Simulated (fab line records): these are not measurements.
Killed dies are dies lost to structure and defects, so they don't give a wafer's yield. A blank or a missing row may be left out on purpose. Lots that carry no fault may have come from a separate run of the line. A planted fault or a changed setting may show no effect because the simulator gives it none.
fab line records -- flow sky130
record lots=6, wafers=16, last-day=50
route steps=708 shown SONOS_TUNNEL@166 SONOS_ONO@168 PAD_OPEN@708
lots with no fault: from the same line, run without faults
start-h: start of the lot's first displayed wafer, in hours after the record's first day -- wait-h: time in hours since the lot's previous step -- " identical to the entry in the row above -- L1.1+2: a row that stands for several wafers -- - either no value or no given start -- * or withheld: withheld -- < > ~ a bound
route shown NAME@n: a module of which the file shows steps, and the number in the route of the first -- usual: the fault-free wafers' mean and standard deviation -- same: alike in all rows -- chamber/n: place in a boat -- sites: each site's reading -- _std_site: how widely they spread, as a standard deviation -- _edge_site: inner sites' mean taken away from outer sites' mean -- radius-mm: how far each site lies from the wafer's centre -- mask NAME#n: copy n -- behind: the tool/chamber that last shaped the wafer -- hold: why the lot was held/for how many hours/how that ended -- device: which transistor (n, p or np) failed to switch -- end of line: tests run on the same wafers once the route is complete -- for a step that has no rows: nothing shown but its recipe -- killed: the dies lost at the first sort to structure and to defects; this is not the yield of the wafer -- map: the dies of a wafer, with x for killed, . for not killed, _ for no die there
set.NAME: the run value of the setting; set.NAME@STEP: its run value at that earlier step -- model.NAME: the simulator's own value behind a step, which no gauge read
lots seen at some steps along the route; tables by step, rows by wafer
services: a tool's chamber out of use, with start hour (start-h, from the record's first day; less than 0 if before it), hours out, and reason
## steps
# step SKY_SONOS_TUNNEL_TW_MEAS_12
# usual SONOS_TUNNEL_TW=197.4/2
lot.wafer,tool,chamber,start-h,wait-h,SONOS_TUNNEL_TW
L597.2,film-metro-01,-,282.98,0.0,195.8
L597.4,film-metro-01,-,282.98,0.0,194.8
L597.6,film-metro-01,-,282.98,0.0,196.0
L603.3,film-metro-02,-,336.46,0.0,197.9
L603.4,film-metro-02,-,336.46,0.0,198.6
L604.1,film-metro-03,-,345.46,0.0,201.1
L604.4,film-metro-03,-,345.46,0.0,202.1
L612.1,film-metro-02,-,405.12,0.0,197.8
L612.4,film-metro-02,-,405.12,0.0,198.2
L612.6,film-metro-02,-,405.12,0.0,198.4
L613.2,film-metro-01,-,408.88,0.0,196.4
L613.5,film-metro-01,-,408.88,0.0,195.8
L613.6,film-metro-01,-,408.88,0.0,195.7
L614.2,film-metro-01,-,419.36,0.0,197.6
L614.4,film-metro-01,-,419.36,0.0,195.4
L614.6,film-metro-01,-,419.36,0.0,195.8
# step SKY_SONOS_TUNNEL_CLEAN_13
# recipe chemistry=dHF, time-s=20, dilution=100:1, dry=ipa-marangoni
# step SKY_SONOS_ONO_OXIDATION_00
# recipe temp-c=800, ambient=O2, idle-temp-c=700, ramp-up-c-per-min=10, ramp-down-c-per-min=3, stabilise-s=600, purge-s=300, target-thk-a=26, ox-time-s=1249
# step SKY_SONOS_ONO_THK_MEAS_01
# recipe reads=SiO2_of_SONOS_ONO_OXIDATION_00
# usual SONOS_ONO_OXIDATION_THK=2.60/0.062
lot.wafer,tool,chamber,start-h,wait-h,SONOS_ONO_OXIDATION_THK[nm]
L597.2,film-metro-01,-,287.47,0.0,2.59
L597.4,film-metro-01,-,287.47,0.0,2.62
L597.6,film-metro-01,-,287.47,0.0,2.63
L603.3,film-metro-02,-,338.12,0.0,2.62
L603.4,film-metro-02,-,338.12,0.0,2.58
L604.1,film-metro-04,-,347.41,0.0,2.54
L604.4,film-metro-04,-,347.41,0.0,2.50
L612.1,film-metro-02,-,407.31,0.0,2.63
L612.4,film-metro-02,-,407.31,0.0,2.53
L612.6,film-metro-02,-,407.31,0.0,2.67
L613.2,film-metro-02,-,410.30,0.0,2.55
L613.5,film-metro-02,-,410.30,0.0,2.57
L613.6,film-metro-02,-,410.30,0.0,2.60
L614.2,film-metro-04,-,421.16,0.0,2.59
L614.4,film-metro-04,-,421.16,0.0,2.53
L614.6,film-metro-04,-,421.16,0.0,2.62
# step SKY_SONOS_ONO_CVD_02
# recipe material=Si3N4, precursor=DCS/NH3, target-thk-nm=10.5, temp-c=770, time-s=180, pressure-mtorr=250
# step SKY_SONOS_ONO_THK_MEAS_03
# recipe reads=Si3N4_of_SONOS_ONO_CVD_02
# usual SONOS_ONO_CVD_02_THK=10.51/0.12
lot.wafer,tool,chamber,start-h,wait-h,SONOS_ONO_CVD_02_THK[nm]
L597.2,film-metro-02,-,288.58,0.0,10.45
L597.4,film-metro-02,-,288.58,0.0,10.55
L597.6,film-metro-02,-,288.58,0.0,10.66
L603.3,film-metro-02,-,339.69,0.0,10.42
L603.4,film-metro-02,-,339.69,0.0,10.35
L604.1,film-metro-01,-,353.15,0.0,10.39
L604.4,film-metro-01,-,353.15,0.0,10.39
L612.1,film-metro-01,-,410.89,0.0,10.42
L612.4,film-metro-01,-,410.89,0.0,10.37
L612.6,film-metro-01,-,410.89,0.0,10.46
L613.2,film-metro-04,-,411.95,0.0,10.60
L613.5,film-metro-04,-,411.95,0.0,10.49
L613.6,film-metro-04,-,411.95,0.0,10.57
L614.2,film-metro-04,-,422.27,0.0,10.40
L614.4,film-metro-04,-,422.27,0.0,10.41
L614.6,film-metro-04,-,422.27,0.0,10.25
# step SKY_SONOS_ONO_CVD_04
# recipe material=SiO2, precursor=SiH4/N2O, target-thk-nm=5.7199, temp-c=900, pressure-mtorr=400
# step SKY_SONOS_ONO_THK_MEAS_05
# recipe reads=SiO2_of_SONOS_ONO_CVD_04
# usual SONOS_ONO_CVD_04_THK=5.63/0.12
lot.wafer,tool,chamber,start-h,wait-h,SONOS_ONO_CVD_04_THK[nm]
L597.2,film-metro-01,-,291.21,0.0,5.64
L597.4,film-metro-01,-,291.21,0.0,5.46
L597.6,film-metro-01,-,291.21,0.0,5.53
L603.3,film-metro-04,-,341.00,0.0,5.45
L603.4,film-metro-04,-,341.00,0.0,5.47
L604.1,film-metro-04,-,354.46,0.0,5.55
L604.4,film-metro-04,-,354.46,0.0,5.45
L612.1,film-metro-02,-,412.20,0.0,5.78
L612.4,film-metro-02,-,412.20,0.0,5.83
L612.6,film-metro-02,-,412.20,0.0,5.75
L613.2,film-metro-04,-,413.46,0.0,5.63
L613.5,film-metro-04,-,413.46,0.0,5.64
L613.6,film-metro-04,-,413.46,0.0,5.70
L614.2,film-metro-04,-,424.21,0.0,5.71
L614.4,film-metro-04,-,424.21,0.0,5.66
L614.6,film-metro-04,-,424.21,0.0,5.73
# step SKY_SONOS_ONO_DEHYDRATE_06
# recipe temp-c=200, time-s=60
# step SKY_SONOS_ONO_HMDS_07
# recipe prime-time-s=60, prime-temp-c=120
# step SKY_SONOS_ONO_COAT_08
# recipe resist=NOVOLAK, spin-rpm=3000, resist-thk-nm=1140
# step SKY_SONOS_ONO_SOFTBAKE_09
# recipe temp-c=90, time-s=60, resist=NOVOLAK
# step SKY_SONOS_ONO_EXPOSE_10
# recipe mask-id=ONOM, target-cd-nm=410, na=0.6, source-shape=conventional, sigma-outer=0.6, dose-mj=150
# same na=0.6, sigma-outer=0.6
lot.wafer,tool,chamber,start-h,wait-h,mask
L597.2+4+6,iline-stepper-01,0,303.42,-,ONOM#0
L603.3+4,iline-stepper-01,0,354.38,-,ONOM#0
L604.1+4,iline-stepper-01,0,368.73,-,ONOM#0
L612.1+4+6,iline-stepper-01,0,427.66,-,ONOM#0
L613.2+5+6,iline-stepper-01,0,428.16,-,ONOM#0
L614.2+4+6,iline-stepper-02,0,440.23,-,ONOM#0
# step SKY_SONOS_ONO_PEB_11
# recipe temp-c=withheld, time-s=*, resist=NOVOLAK
# step SKY_SONOS_ONO_DEVELOP_12
# recipe develop-time-s=60, dev-temp-c=23
# step SKY_SONOS_ONO_CD_MEAS_13
# recipe target-cd-nm=410
# usual cd-nm=410.3/2.6
lot.wafer,tool,chamber,start-h,wait-h,cd-nm
L597.2,cd-sem-02,-,316.71,0.1,409.2
L597.4,cd-sem-02,-,316.71,0.1,408.4
L597.6,cd-sem-02,-,316.71,0.1,410.1
L603.3,cd-sem-01,-,368.38,0.1,395.1
L603.4,cd-sem-01,-,368.38,0.1,411.0
L604.1,cd-sem-01,-,382.09,0.1,395.4
L604.4,cd-sem-01,-,382.09,0.1,410.9
L612.1,cd-sem-01,-,443.39,0.1,411.1
L612.4,cd-sem-01,-,443.39,0.1,414.0
L612.6,cd-sem-01,-,443.39,0.1,414.1
L613.2,cd-sem-01,-,443.71,0.1,415.4
L613.5,cd-sem-01,-,443.71,0.1,413.5
L613.6,cd-sem-01,-,443.71,0.1,414.4
L614.2,cd-sem-02,-,455.20,0.1,406.5
L614.4,cd-sem-02,-,455.20,0.1,408.5
L614.6,cd-sem-02,-,455.20,0.1,408.6
# step SKY_SONOS_ONO_OVL_MEAS_14
# usual SONOS_ONO_OVL=-0.4/1.5
lot.wafer,tool,chamber,start-h,wait-h,SONOS_ONO_OVL[nm]
L597.2,overlay-01,-,316.81,0.1,-0.2
L597.4,overlay-01,-,316.81,0.1,0.0
L597.6,overlay-01,-,316.81,0.1,-0.6
L603.3,overlay-01,-,368.47,0.1,0.4
L603.4,overlay-01,-,368.47,0.1,-0.4
L604.1,overlay-02,-,382.21,0.1,-0.1
L604.4,overlay-02,-,382.21,0.1,2.5
L612.1,overlay-02,-,443.51,0.1,-2.0
L612.4,overlay-02,-,443.51,0.1,-1.1
L612.6,overlay-02,-,443.51,0.1,-1.0
L613.2,overlay-01,-,443.81,0.1,-2.3
L613.5,overlay-01,-,443.81,0.1,-0.3
L613.6,overlay-01,-,443.81,0.1,-1.3
L614.2,overlay-01,-,455.30,0.1,-0.5
L614.4,overlay-01,-,455.30,0.1,-0.3
L614.6,overlay-01,-,455.30,0.1,-0.9
# step SKY_SONOS_ONO_ETCH_15
# recipe target-depth-nm=19.52, chemistry=CHF3/O2, source-w=600, bias-w=200, pressure-mtorr=40, chf3-flow-sccm=50, O2_flow_sccm=5, time-s=7.8
# usual drypump-motor-current-A=5.8/0.53, oes-product-au=1.004/0.0089, throttle-valve-pct=8.827/0.0096
lot.wafer,tool,chamber,start-h,wait-h,drypump-motor-current-A,oes-product-au,rf-hours-counter-h,throttle-valve-pct,model.SONOS_ONO.cd-nm
L597.2,rie-diel-04,1,316.84,0.0,6.4,1.020,1,8.842,408.8
L597.4,rie-diel-04,2,316.84,0.0,6.3,1.018,1,8.834,408.1
L597.6,rie-diel-04,0,316.84,0.0,5.6,1.010,-,8.825,410.4
L603.3,rie-diel-01,1,368.49,0.0,5.5,1.007,10,8.837,395.2
L603.4,rie-diel-01,2,368.49,0.0,5.9,1.004,5,8.825,411.1
L604.1,rie-diel-04,0,382.24,0.0,5.7,1.006,53,8.821,395.5
L604.4,rie-diel-04,3,382.24,0.0,4.7,1.007,101,8.805,411.2
L612.1,rie-diel-02,2,443.54,0.0,5.1,1.000,86,8.825,411
L612.4,rie-diel-02,3,443.54,0.0,5.7,0.994,-,8.821,413.4
L612.6,rie-diel-02,0,443.54,0.0,6.3,0.993,-,8.819,414.2
L613.2,rie-diel-04,0,443.84,0.0,5.7,1.022,55,8.829,415.4
L613.5,rie-diel-04,3,443.84,0.0,4.7,1.005,-,8.816,413.7
L613.6,rie-diel-04,2,443.84,0.0,6.3,1.011,-,8.838,414.2
L614.2,rie-diel-04,2,455.33,0.0,6.3,1.014,4,8.822,406.6
L614.4,rie-diel-04,2,455.33,0.0,6.3,1.019,-,8.833,407.8
L614.6,rie-diel-04,0,455.33,0.0,5.7,1.019,-,8.832,408.7
# step SKY_SONOS_ONO_WET_ETCH_16
# recipe chemistry=dHF, target-depth-nm=14, dry=n2-spin, target=SiO2, dilution=100:1, temp-c=25, time-s=280
# step SKY_PAD_OPEN_PROBE_99
# usual killed_at_M0_to_M3=43/7.5, killed_at_M4_up=3.3/1.9, killed-at-contacts=24/4.6, killed-at-front-end=16/4.9, killed-at-other=0.2/0.46, killed-dies=87/9.1, killed-open=47/7.4, killed-short=39/6.6
# same gross-dies=492, killed-at-back-side=0
lot.wafer,tool,chamber,start-h,wait-h,killed_at_M0_to_M3,killed_at_M4_up,killed-at-contacts,killed-at-front-end,killed-at-other,killed-dies,killed-open,killed-short
L597.2,prober-02,-,1102.49,0.1,40,3,19,10,0,72,38,32
L597.4,prober-02,-,1102.59,0.2,38,7,20,8,0,73,40,32
L597.6,prober-02,-,1102.69,0.2,38,2,20,13,0,73,40,30
L603.3,prober-01,-,1140.62,0.2,38,2,27,14,0,81,45,36
L603.4,prober-01,-,1140.67,0.2,44,3,26,19,0,92,42,50
L614.2,prober-02,-,1189.43,0.1,49,4,24,12,0,89,46,43
L614.4,prober-02,-,1189.53,0.2,43,5,19,21,0,88,40,48
L614.6,prober-02,-,1189.63,0.2,50,3,18,20,1,92,45,47
# killed by level:class
L597.2 VIA1:geometric-particle:open=8 LI_CONTACT:geometric-particle:open=7 METAL1:geometric-particle:short=7 CONTACT:geometric-particle:open=6 VIA1:geometric-particle:short=5 VIA2:geometric-particle:open=5 METAL3:geometric-particle:short=4 FIELD_ISO:geometric-particle:short=3
L597.4 VIA1:geometric-particle:open=12 CONTACT:geometric-particle:open=7 METAL1:geometric-particle:short=7 LI_CONTACT:geometric-particle:open=6 METAL2:geometric-particle:short=5 LOCAL_INTERCONNECT:geometric-particle:short=4 METAL4:geometric-particle:short=4 FIELD_ISO:geometric-particle:open=3
L597.6 VIA1:geometric-particle:open=11 CONTACT:geometric-particle:open=7 VIA2:geometric-particle:open=7 VIA3:geometric-particle:open=5 FIELD_ISO:geometric-particle:short=4 LOCAL_INTERCONNECT:geometric-particle:short=4 LI_CONTACT:geometric-particle:open=4 METAL1:geometric-particle:short=4
L603.3 CONTACT:geometric-particle:open=9 VIA2:geometric-particle:open=8 LI_CONTACT:geometric-particle:open=7 VIA1:geometric-particle:open=7 VIA3:geometric-particle:open=6 FIELD_ISO:geometric-particle:short=6 CONTACT:geometric-particle:short=5 METAL1:geometric-particle:short=5
L603.4 VIA1:geometric-particle:open=10 POLY_GATE:geometric-particle:short=9 LI_CONTACT:geometric-particle:open=9 CONTACT:geometric-particle:open=9 VIA1:geometric-particle:short=8 METAL2:geometric-particle:short=6 POLY_GATE:geometric-particle:open=4 METAL3:geometric-particle:short=4
L614.2 VIA1:geometric-particle:open=12 LI_CONTACT:geometric-particle:open=8 VIA1:geometric-particle:short=7 METAL2:geometric-particle:short=7 VIA3:geometric-particle:open=6 CONTACT:geometric-particle:open=6 FIELD_ISO:geometric-particle:open=5 CONTACT:geometric-particle:short=5
L614.4 METAL1:geometric-particle:short=9 VIA1:geometric-particle:open=7 FIELD_ISO:geometric-particle:short=6 FIELD_ISO:geometric-particle:open=6 POLY_GATE:geometric-particle:short=6 CONTACT:geometric-particle:open=6 METAL2:geometric-particle:short=6 VIA3:geometric-particle:open=6
L614.6 VIA2:geometric-particle:open=9 VIA3:geometric-particle:open=8 METAL2:geometric-particle:short=7 VIA1:geometric-particle:short=7 FIELD_ISO:geometric-particle:short=5 CONTACT:geometric-particle:open=5 FIELD_ISO:geometric-particle:open=5 VIA1:geometric-particle:open=5
## services
tool,chamber,start-h,hours,kind
rie-diel-01,3,295.25,3.3,repair
rie-diel-01,3,298.57,-,clean
rie-diel-01,3,298.57,16.1,scheduled-down
rie-diel-01,3,298.57,16.1,vent-cycle
rie-diel-02,0,324.85,-,clean
rie-diel-02,0,324.85,30.7,scheduled-down
rie-diel-02,0,324.85,30.7,vent-cycle
rie-diel-04,0,327.36,10.9,repair
iline-stepper-02,-,340.92,4.4,pm
rie-diel-02,1,348.55,4.3,repair
rie-diel-01,-,354.12,0.3,repair
iline-stepper-02,0,371.12,-,calibration
iline-stepper-01,-,384.67,10.9,repair
iline-stepper-01,-,389.00,7.7,repair
iline-stepper-01,-,396.73,1.7,pm
rie-diel-04,2,397.33,1.2,repair
rie-diel-01,2,413.90,6.6,repair
iline-stepper-02,-,419.47,1.7,pm
rie-diel-02,1,436.55,8.2,repair
rie-diel-01,2,446.86,7.6,repair
rie-diel-04,3,446.93,-,clean
rie-diel-04,3,446.93,17.5,scheduled-down
rie-diel-04,3,446.93,17.5,vent-cycle
## key
first-sign step=SKY_SONOS_ONO_CD_MEAS_13, reading=cd-nm, direction=down, sigmas=5.8, usual=410.3, struck=395.2
effect none on later readings
model-effect step=SKY_SONOS_ONO_ETCH_15, value=SONOS_ONO.cd-nm, without=411, struck=395.4
met-at SKY_SONOS_ONO_EXPOSE_10
struck-wafers L603.3,L604.1
tester-left-out L603,L604
onset-between 303.42 354.38
fault kind=process-parameter-drift, tool=iline-stepper-01, chamber=-, onset-h=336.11, steps=SKY_SONOS_ONO_EXPOSE_10, channel=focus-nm, offset=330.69, shape=step, end-h=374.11, scope=struck-wafers-only
# tester-left-out: of these lots the tester's yield and bins aren't shown, on N5 and GAA mostly nor the transistor test; their killed dies are dies lost to structure and defects alone, not to doping, threshold or leakage, so they don't give the yield
